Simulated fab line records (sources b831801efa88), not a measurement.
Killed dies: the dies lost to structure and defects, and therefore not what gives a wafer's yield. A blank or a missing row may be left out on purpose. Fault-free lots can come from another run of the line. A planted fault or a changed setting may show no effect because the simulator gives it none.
fab line records    flow sky130
record lots=13  wafers=39  last_day=50
route steps=708 shown CONTACT@421 METAL1@454 VIA1@472 METAL2@483
lots that met no fault: from a run of the same line without faults
start_h: start of the lot's first displayed wafer, in hours after the record's first day    wait_h: hours elapsed since this lot's preceding step    " repeats the value in the row above    L1.1+2: one row covering several wafers at once    - no value, or no start given    * or withheld: withheld    < > ~ a bound
route shown NAME@n: a module of which the file shows steps, and the number in the route of the first    usual: average and standard deviation across the fault-free wafers    same: alike in all rows    chamber/n: place in a boat    sites: readings site by site    _std_site: the values' standard deviation    _edge_site: inner sites' mean taken away from outer sites' mean    radius_mm: how far each site lies from the wafer's centre    mask NAME#n: copy n    behind: the tool/chamber that last shaped the wafer    hold: why the lot was held/for how many hours/how that ended    device: transistor that didn't switch, given as n, p or np    end of line: the same wafers' tests at the end of the route    a step given without rows: its recipe and nothing more    killed: the dies lost at the first sort to structure and to defects; this is not the yield of the wafer    map: the dies of a wafer, with x for killed, . for not killed, _ for no die there
set.NAME: setting as actually run; set.NAME@STEP: the setting as run at that earlier step    model.NAME: the simulator's own value behind a step, which no gauge read
one table for each step of the route and one row for each wafer, over a sample of lots
services: when a tool's chamber went out of use (start_h, in hours from the record's first day, below 0 if earlier), for how many hours, and the reason
## steps
# step SKY_CONTACT_OVL_MEAS_15
# usual CONTACT_OVL=-5/5
lot.wafer  tool        chamber  start_h  wait_h  CONTACT_OVL[nm]
L636.1     overlay-02  -        740.50   0.1     -1
L636.4     "           -        "        "       -7
L636.5     "           -        "        "       -5
L637.1     overlay-02  -        751.69   0.1     0
L637.2     "           -        "        "       -9
L637.5     "           -        "        "       -4
L638.2     overlay-02  -        755.70   0.1     -17
L638.3     "           -        "        "       -6
L638.5     "           -        "        "       -3
L640.2     overlay-02  -        776.73   0.1     -10
L640.3     "           -        "        "       -8
L640.5     "           -        "        "       -10
L641.1     overlay-01  -        778.57   0.1     -10
L641.2     "           -        "        "       -6
L641.4     "           -        "        "       -6
L642.2     overlay-02  -        788.13   0.1     -10
L642.3     "           -        "        "       -5
L642.4     "           -        "        "       -6
L643.2     overlay-02  -        800.80   0.1     -8
L643.3     "           -        "        "       1
L643.6     "           -        "        "       -6
L644.2     overlay-01  -        808.10   0.1     -10
L644.3     "           -        "        "       -13
L644.6     "           -        "        "       -10
L645.1     overlay-01  -        812.40   0.1     -9
L645.2     "           -        "        "       -4
L645.5     "           -        "        "       -2
L646.1     overlay-02  -        822.54   0.1     -2
L646.5     "           -        "        "       -13
L646.6     "           -        "        "       -6
L647.3     overlay-02  -        831.41   0.1     -4
L647.4     "           -        "        "       0
L647.6     "           -        "        "       -6
L648.2     overlay-01  -        841.91   0.1     2
L648.4     "           -        "        "       -2
L648.6     "           -        "        "       5
L656.1     overlay-02  -        896.52   0.1     -10
L656.2     "           -        "        "       1
L656.4     "           -        "        "       -4
# step SKY_CONTACT_RS_MEAS_25
# recipe thk_meas_gauge=four-point-probe  reads=W_of_CONTACT_CVD_24+TiN_of_CONTACT_SPUTTER_23
# usual CONTACT_W_RS=0.338/0.0041
lot.wafer  tool           chamber  start_h  wait_h  CONTACT_W_RS[ohm/sq]
L636.1     film_metro-03  -        741.43   0.1     0.343
L636.4     "              -        "        "       0.344
L636.5     "              -        "        "       0.343
L637.1     film_metro-01  -        752.68   0.1     0.337
L637.2     "              -        "        "       0.343
L637.5     "              -        "        "       0.333
L638.2     film_metro-04  -        756.73   0.1     0.337
L638.3     "              -        "        "       0.338
L638.5     "              -        "        "       0.337
L640.2     film_metro-01  -        777.67   0.1     0.339
L640.3     "              -        "        "       0.342
L640.5     "              -        "        "       0.342
L641.1     film_metro-01  -        779.53   0.1     0.342
L641.2     "              -        "        "       0.337
L641.4     "              -        "        "       0.342
L642.2     film_metro-01  -        789.07   0.1     0.334
L642.3     "              -        "        "       0.334
L642.4     "              -        "        "       0.334
L643.2     film_metro-03  -        801.81   0.1     0.331
L643.3     "              -        "        "       0.340
L643.6     "              -        "        "       0.334
L644.2     film_metro-04  -        809.04   0.1     0.338
L644.3     "              -        "        "       0.336
L644.6     "              -        "        "       0.338
L645.1     film_metro-03  -        813.33   0.1     0.339
L645.2     "              -        "        "       0.338
L645.5     "              -        "        "       0.342
L646.1     film_metro-03  -        823.50   0.1     0.340
L646.5     "              -        "        "       0.333
L646.6     "              -        "        "       0.342
L647.3     film_metro-01  -        832.37   0.1     0.338
L647.4     "              -        "        "       0.339
L647.6     "              -        "        "       0.341
L648.2     film_metro-03  -        842.98   0.2     0.330
L648.4     "              -        "        "       0.327
L648.6     "              -        "        "       0.332
L656.1     film_metro-04  -        897.45   0.1     0.342
L656.2     "              -        "        "       0.337
L656.4     "              -        "        "       0.344
# step SKY_METAL1_STRIP_20
# recipe chemistry=O2/N2  power_w=1400  pressure_mtorr=1500  platen_temp_c=withheld  o2_flow_sccm=3000  n2_flow_sccm=300  overash_fraction=0.5
# usual drypump_motor_current_A=5.7/0.41  oes_product_au=0.344/0.0047  strip_time_to_endpoint_s=2.71/0.032
# same overash_fraction=0.5
lot.wafer  tool             chamber  start_h  wait_h  drypump_motor_current_A  oes_product_au  rf_hours_counter_h  strip_time_to_endpoint_s
L636.1     plasma_asher-01  1        769.91   0.1     5.7                      0.326           96                  2.72
L636.4     "                0        "        "       5.1                      0.341           -                   2.74
L636.5     "                1        "        "       5.7                      0.348           -                   2.70
L637.1     plasma_asher-03  1        779.88   0.1     5.8                      0.340           4                   2.69
L637.2     "                0        "        "       6.5                      0.349           4                   2.69
L637.5     "                1        "        "       5.8                      0.343           -                   2.69
L638.2     plasma_asher-04  1        784.34   0.1     5.9                      0.333           65                  2.67
L638.3     "                0        "        "       5.7                      0.348           -                   2.76
L638.5     "                1        "        "       5.9                      0.347           -                   2.69
L640.2     plasma_asher-01  1        805.39   0.1     5.7                      0.340           100                 2.76
L640.3     "                0        "        "       5.1                      0.340           -                   2.69
L640.5     "                1        "        "       5.7                      0.345           -                   2.75
L641.1     plasma_asher-01  1        806.94   0.1     5.7                      0.346           100                 2.72
L641.2     "                0        "        "       5.1                      0.353           100                 2.70
L641.4     "                1        "        "       5.7                      0.341           -                   2.70
L642.2     plasma_asher-01  1        816.64   0.1     5.7                      0.340           101                 2.66
L642.3     "                1        "        "       5.7                      0.341           -                   2.74
L642.4     "                0        "        "       5.1                      0.337           -                   2.67
L643.2     plasma_asher-03  1        829.54   0.1     5.8                      0.342           9                   2.73
L643.3     "                0        "        "       6.5                      0.340           -                   2.71
L643.6     "                1        "        "       5.8                      0.344           -                   2.72
L644.2     plasma_asher-04  0        836.46   0.1     5.7                      0.343           70                  2.63
L644.3     "                0        "        "       5.7                      0.342           -                   2.67
L644.6     "                0        "        "       5.7                      0.350           -                   2.69
L645.1     plasma_asher-04  1        841.43   0.1     5.9                      0.349           70                  2.72
L645.2     "                0        "        "       5.7                      0.350           70                  2.73
L645.5     "                1        "        "       5.9                      0.332           -                   2.72
L646.1     plasma_asher-01  1        850.33   0.1     5.7                      0.353           105                 2.76
L646.5     "                1        "        "       5.7                      0.350           -                   2.75
L646.6     "                0        "        "       5.1                      0.354           -                   2.76
L647.3     plasma_asher-03  0        859.10   0.1     6.5                      0.342           -                   2.73
L647.4     "                1        "        "       5.8                      0.340           -                   2.69
L647.6     "                1        "        "       5.8                      0.342           -                   2.72
L648.2     plasma_asher-01  0        869.54   0.1     5.1                      0.347           107                 2.71
L648.4     "                0        "        "       5.1                      0.343           -                   2.70
L648.6     "                0        "        "       5.1                      0.341           -                   2.71
L656.1     plasma_asher-04  0        924.14   0.1     5.7                      0.346           76                  2.75
L656.2     "                1        "        "       5.9                      0.344           76                  2.69
L656.4     "                0        "        "       5.7                      0.352           -                   2.77
# step SKY_VIA1_ETCH_14
# recipe chemistry=N2/H2  target=BARC  ion_energy_ev=200  source_w=500  bias_w=100  pressure_mtorr=30  n2_flow_sccm=100  h2_flow_sccm=200  stop_on=SiO2  time_s=45.9  target_depth_a=600
# usual drypump_motor_current_A=5.6/0.35  oes_product_au=0.855/0.0051  run_length_s=74.0/0.47  throttle_valve_pct=13.223/0.0097
lot.wafer  tool         chamber  start_h  wait_h  drypump_motor_current_A  oes_product_au  rf_hours_counter_h  run_length_s  throttle_valve_pct
L636.1     rie_diel-01  3        797.73   0.0     5.5                      0.860           4                   74.0          13.237
L636.4     "            2        "        "       5.7                      0.865           3                   73.5          13.217
L636.5     "            3        "        "       5.5                      0.849           -                   73.3          13.205
L637.1     rie_diel-01  1        807.63   0.0     5.7                      0.846           24                  74.4          13.219
L637.2     "            3        "        "       5.5                      0.855           4                   73.4          13.222
L637.5     "            0        "        "       6.0                      0.852           -                   74.6          13.228
L638.2     rie_diel-01  2        811.28   0.0     5.7                      0.851           4                   73.5          13.220
L638.3     "            3        "        "       5.5                      0.855           5                   73.5          13.234
L638.5     "            0        "        "       6.0                      0.855           -                   74.2          13.231
L640.2     rie_diel-04  0        833.53   0.0     5.9                      0.856           7                   74.5          13.205
L640.3     "            3        "        "       5.3                      0.851           0                   74.0          13.236
L640.5     "            0        "        "       5.9                      0.855           -                   74.8          13.227
L641.1     rie_diel-04  3        834.59   0.0     5.3                      0.849           0                   73.9          13.228
L641.2     "            2        "        "       5.1                      0.862           11                  73.5          13.216
L641.4     "            1        "        "       6.2                      0.848           11                  74.2          13.240
L642.2     rie_diel-01  0        844.63   0.0     6.0                      0.849           0                   74.2          13.220
L642.3     "            2        "        "       5.7                      0.856           5                   74.1          13.217
L642.4     "            3        "        "       5.5                      0.853           5                   73.6          13.228
L643.2     rie_diel-02  1        857.24   0.0     5.1                      0.854           23                  73.6          13.217
L643.3     "            2        "        "       6.0                      0.846           9                   74.1          13.221
L643.6     "            1        "        "       5.1                      0.852           -                   73.6          13.230
L644.2     rie_diel-04  2        864.64   0.0     5.1                      0.855           12                  73.5          13.227
L644.3     "            3        "        "       5.3                      0.854           1                   73.8          13.212
L644.6     "            3        "        "       5.3                      0.856           -                   73.7          13.225
L645.1     rie_diel-01  2        869.04   0.0     5.7                      0.866           5                   73.7          13.215
L645.2     "            0        "        "       6.0                      0.851           1                   74.7          13.220
L645.5     "            2        "        "       5.6                      0.853           -                   73.9          13.233
L646.1     rie_diel-02  2        877.79   0.0     6.0                      0.856           10                  74.1          13.224
L646.5     "            2        "        "       6.0                      0.845           -                   74.1          13.228
L646.6     "            1        "        "       5.1                      0.854           -                   73.2          13.229
L647.3     rie_diel-01  1        885.59   0.0     5.7                      0.852           0                   74.5          13.221
L647.4     "            2        "        "       5.7                      0.855           6                   73.6          13.227
L647.6     "            1        "        "       5.7                      0.855           -                   74.2          13.228
L648.2     rie_diel-02  2        896.44   0.0     6.0                      0.854           10                  74.1          13.209
L648.4     "            3        "        "       5.5                      0.852           2                   74.6          13.208
L648.6     "            0        "        "       5.2                      0.862           -                   74.3          13.215
L656.1     rie_diel-04  3        951.39   0.0     5.4                      0.854           4                   73.7          13.211
L656.2     "            2        "        "       5.1                      0.852           15                  73.3          13.211
L656.4     "            1        "        "       6.2                      1.005           15                  59.9          13.241
# step SKY_VIA1_ETCH_15
# recipe target=SiO2  chemistry=C4F8/O2/Ar  target_depth_nm=351  stop_on=TiN  mask_material=KrF-thick  source_w=1500  bias_w=1200  pressure_mtorr=40  c4f8_flow_sccm=withheld  O2_flow_sccm=6  Ar_flow_sccm=300  time_s=54
# usual oes_product_au=0.982/0.0051  run_length_s=82.1/0.46
# same time_s=54
lot.wafer  tool         chamber  start_h  wait_h  oes_product_au  rf_hours_counter_h  run_length_s
L636.1     rie_diel-01  3        797.77   0.0     0.979           4                   81.7
L636.4     "            2        "        "       0.981           3                   82.2
L636.5     "            3        "        "       0.970           -                   81.6
L637.1     rie_diel-01  1        807.68   0.0     0.968           24                  82.1
L637.2     "            3        "        "       0.977           4                   81.8
L637.5     "            0        "        "       0.982           -                   81.9
L638.2     rie_diel-01  2        811.33   0.0     0.981           4                   81.6
L638.3     "            3        "        "       0.989           5                   82.0
L638.5     "            0        "        "       0.986           -                   82.3
L640.2     rie_diel-04  0        833.57   0.0     0.981           7                   82.7
L640.3     "            3        "        "       0.980           0                   81.5
L640.5     "            0        "        "       0.975           -                   83.2
L641.1     rie_diel-04  3        834.64   0.0     0.984           0                   81.7
L641.2     "            2        "        "       0.978           11                  81.4
L641.4     "            1        "        "       0.982           11                  82.2
L642.2     rie_diel-01  0        844.67   0.0     0.986           0                   82.0
L642.3     "            2        "        "       0.988           5                   81.7
L642.4     "            3        "        "       0.979           5                   81.5
L643.2     rie_diel-02  1        857.29   0.0     0.982           23                  81.7
L643.3     "            2        "        "       0.986           9                   82.2
L643.6     "            1        "        "       0.985           -                   81.7
L644.2     rie_diel-04  2        864.68   0.0     0.984           12                  82.1
L644.3     "            3        "        "       0.981           1                   81.9
L644.6     "            3        "        "       0.985           -                   81.8
L645.1     rie_diel-01  2        869.09   0.0     0.981           5                   81.7
L645.2     "            0        "        "       0.973           1                   82.0
L645.5     "            2        "        "       0.985           -                   81.9
L646.1     rie_diel-02  2        877.83   0.0     0.982           10                  82.2
L646.5     "            2        "        "       0.981           -                   82.1
L646.6     "            1        "        "       0.976           -                   81.5
L647.3     rie_diel-01  1        885.63   0.0     0.971           0                   82.1
L647.4     "            2        "        "       0.982           6                   81.8
L647.6     "            1        "        "       0.976           -                   82.6
L648.2     rie_diel-02  2        896.49   0.0     0.984           10                  82.3
L648.4     "            3        "        "       0.983           2                   82.2
L648.6     "            0        "        "       0.984           -                   82.2
L656.1     rie_diel-04  3        951.43   0.0     0.989           4                   82.1
L656.2     "            2        "        "       0.979           15                  81.5
L656.4     "            1        "        "       0.370           15                  82.2
# step SKY_VIA1_STRIP_16
# recipe chemistry=O2/N2  power_w=1400  pressure_mtorr=1500  platen_temp_c=withheld  o2_flow_sccm=3000  n2_flow_sccm=300  overash_fraction=0.5
# usual drypump_motor_current_A=5.9/0.39  oes_product_au=0.415/0.0048  strip_time_to_endpoint_s=4.455/0.02
# same overash_fraction=0.5
lot.wafer  tool             chamber  start_h  wait_h  drypump_motor_current_A  oes_product_au  rf_hours_counter_h  strip_time_to_endpoint_s
L636.1     plasma_asher-04  0        797.82   0.0     5.7                      0.423           66                  4.466
L636.4     "                0        "        "       5.7                      0.415           -                   4.413
L636.5     "                0        "        "       5.7                      0.413           -                   4.456
L637.1     plasma_asher-02  1        807.72   0.0     6.1                      0.406           38                  4.431
L637.2     "                0        "        "       5.3                      0.408           38                  4.453
L637.5     "                0        "        "       5.3                      0.411           -                   4.435
L638.2     plasma_asher-02  1        811.37   0.0     6.1                      0.415           38                  4.434
L638.3     "                0        "        "       5.3                      0.417           -                   4.474
L638.5     "                0        "        "       5.3                      0.416           -                   4.427
L640.2     plasma_asher-03  0        833.62   0.0     6.5                      0.413           10                  4.460
L640.3     "                1        "        "       5.8                      0.421           -                   4.466
L640.5     "                1        "        "       5.8                      0.410           -                   4.454
L641.1     plasma_asher-03  0        834.68   0.0     6.5                      0.409           10                  4.453
L641.2     "                1        "        "       5.8                      0.414           10                  4.460
L641.4     "                0        "        "       6.5                      0.415           -                   4.435
L642.2     plasma_asher-02  1        844.72   0.0     6.1                      0.406           42                  4.417
L642.3     "                0        "        "       5.3                      0.410           -                   4.448
L642.4     "                1        "        "       6.1                      0.410           -                   4.445
L643.2     plasma_asher-02  1        857.33   0.0     6.1                      0.412           43                  4.432
L643.3     "                1        "        "       6.1                      0.413           -                   4.440
L643.6     "                1        "        "       6.1                      0.415           -                   4.415
L644.2     plasma_asher-03  1        864.72   0.0     5.8                      0.417           13                  4.445
L644.3     "                1        "        "       5.8                      0.403           -                   4.449
L644.6     "                1        "        "       5.8                      0.416           -                   4.461
L645.1     plasma_asher-02  0        869.13   0.0     5.3                      0.412           44                  4.440
L645.2     "                1        "        "       6.1                      0.414           44                  4.457
L645.5     "                1        "        "       6.1                      0.419           -                   4.448
L646.1     plasma_asher-03  1        877.87   0.0     5.8                      0.416           15                  4.467
L646.5     "                1        "        "       5.8                      0.413           -                   4.447
L646.6     "                0        "        "       6.5                      0.413           -                   4.476
L647.3     plasma_asher-04  1        885.71   0.1     5.9                      0.416           -                   4.473
L647.4     "                0        "        "       5.7                      0.406           -                   4.481
L647.6     "                0        "        "       5.7                      0.414           -                   4.482
L648.2     plasma_asher-03  0        896.53   0.0     6.5                      0.417           16                  4.440
L648.4     "                1        "        "       5.8                      0.418           -                   4.426
L648.6     "                0        "        "       6.5                      0.416           -                   4.433
L656.1     plasma_asher-02  1        951.47   0.0     6.1                      0.420           53                  4.464
L656.2     "                0        "        "       5.3                      0.413           53                  4.457
L656.4     "                1        "        "       6.1                      0.426           -                   4.611
# step SKY_METAL2_SPUTTER_00
# recipe material=Ti  target_thk_nm=15  power_w=3000  time_s=10  chamber_pressure_pa=0.4
# usual throttle_valve_pct=30.6/1.3
# same time_s=10
lot.wafer  tool            chamber  start_h  wait_h  throttle_valve_pct
L636.1     pvd_sputter-03  -        799.13   0.1     31.0
L636.4     "               -        "        "       29.7
L636.5     "               -        "        "       28.7
L637.1     pvd_sputter-01  -        809.01   0.1     30.0
L637.2     "               -        "        "       28.8
L637.5     "               -        "        "       30.0
L638.2     pvd_sputter-01  -        812.60   0.1     28.7
L638.3     "               -        "        "       30.1
L638.5     "               -        "        "       29.9
L640.2     pvd_sputter-03  -        834.85   0.2     30.5
L640.3     "               -        "        "       29.7
L640.5     "               -        "        "       28.6
L641.1     pvd_sputter-01  -        835.96   0.1     28.7
L641.2     "               -        "        "       28.6
L641.4     "               -        "        "       30.2
L642.2     pvd_sputter-04  -        845.94   0.2     32.4
L642.3     "               -        "        "       30.8
L642.4     "               -        "        "       32.3
L643.2     pvd_sputter-03  -        858.60   0.1     32.5
L643.3     "               -        "        "       28.3
L643.6     "               -        "        "       28.8
L644.2     pvd_sputter-04  -        865.95   0.2     30.9
L644.3     "               -        "        "       32.4
L644.6     "               -        "        "       32.1
L645.1     pvd_sputter-03  -        870.36   0.2     32.4
L645.2     "               -        "        "       29.6
L645.5     "               -        "        "       28.6
L646.1     pvd_sputter-04  -        879.44   0.2     32.1
L646.5     "               -        "        "       32.3
L646.6     "               -        "        "       32.2
L647.3     pvd_sputter-04  -        886.93   0.1     31.0
L647.4     "               -        "        "       32.3
L647.6     "               -        "        "       30.7
L648.2     pvd_sputter-03  -        898.00   0.1     30.7
L648.4     "               -        "        "       28.5
L648.6     "               -        "        "       32.4
L656.1     pvd_sputter-03  -        952.70   0.1     29.8
L656.2     "               -        "        "       30.7
## services
tool             chamber  start_h  hours  kind
rie_diel-01      0        756.41   35.0   repair
plasma_asher-04  -        764.56   15.6   pm
pvd_sputter-03   -        769.92   4.7    repair
rie_diel-02      2        781.62   3.8    repair
rie_diel-01      -        791.40   0.8    repair
rie_diel-02      2        806.24   23.3   repair
plasma_asher-03  -        810.13   3.1    repair
pvd_sputter-01   -        821.99   3.1    repair
rie_diel-01      0        822.81   -      clean
rie_diel-01      0        822.81   13.9   scheduled_down
rie_diel-01      0        822.81   13.9   vent_cycle
pvd_sputter-01   -        843.82   2.5    repair
rie_diel-01      1        846.90   -      clean
rie_diel-01      1        846.90   34.6   scheduled_down
plasma_asher-04  -        864.55   20.6   pm
rie_diel-04      3        881.44   7.2    repair
rie_diel-04      0        896.31   7.1    repair
rie_diel-01      0        899.64   4.7    repair
pvd_sputter-03   -        901.97   4.1    repair
rie_diel-01      2        903.55   2.1    repair
rie_diel-01      -        911.74   14.6   pm
plasma_asher-01  -        913.98   0.5    repair
plasma_asher-03  -        926.97   3.4    repair
plasma_asher-03  -        949.10   9.8    pm
## key
first_sign step=SKY_VIA1_ETCH_14  reading=run_length_s  direction=down  sigmas=30  usual=*  struck=*
effect step=SKY_VIA1_ETCH_14  reading=oes_product_au  direction=up  sigmas=30  usual=0.855  struck=1.005
effect step=SKY_VIA1_ETCH_15  reading=oes_product_au  direction=down  sigmas=99+  usual=0.982  struck=0.370
effect step=SKY_VIA1_STRIP_16  reading=strip_time_to_endpoint_s  direction=up  sigmas=7.8  usual=*  struck=*
effect step=SKY_METAL2_SPUTTER_00  reading=visit  direction=missing
met_at SKY_VIA1_ETCH_14
struck_lots L656
struck_wafers L656.4
later_rows_left_out L656.4
sort_left_out L656.4
not_acting_at SKY_CONTACT_OVL_MEAS_15,SKY_CONTACT_RS_MEAS_25,SKY_METAL1_STRIP_20
onset_between 834.59 951.39
fault kind=process_parameter_drift  tool=rie_diel-04  chamber=1  onset_h=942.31  steps=SKY_VIA1_ETCH_14  channel=time_s  offset=*  shape=step  end_h=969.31  acts_in=*  stated=*
# sort_left_out: the simulated sort isn't trusted on such a fault, so these wafers' sort isn't shown, and their yield isn't known
# later_rows_left_out: the simulator's readings of these wafers behind a module that went badly wrong aren't trusted and aren't shown, but for the sort
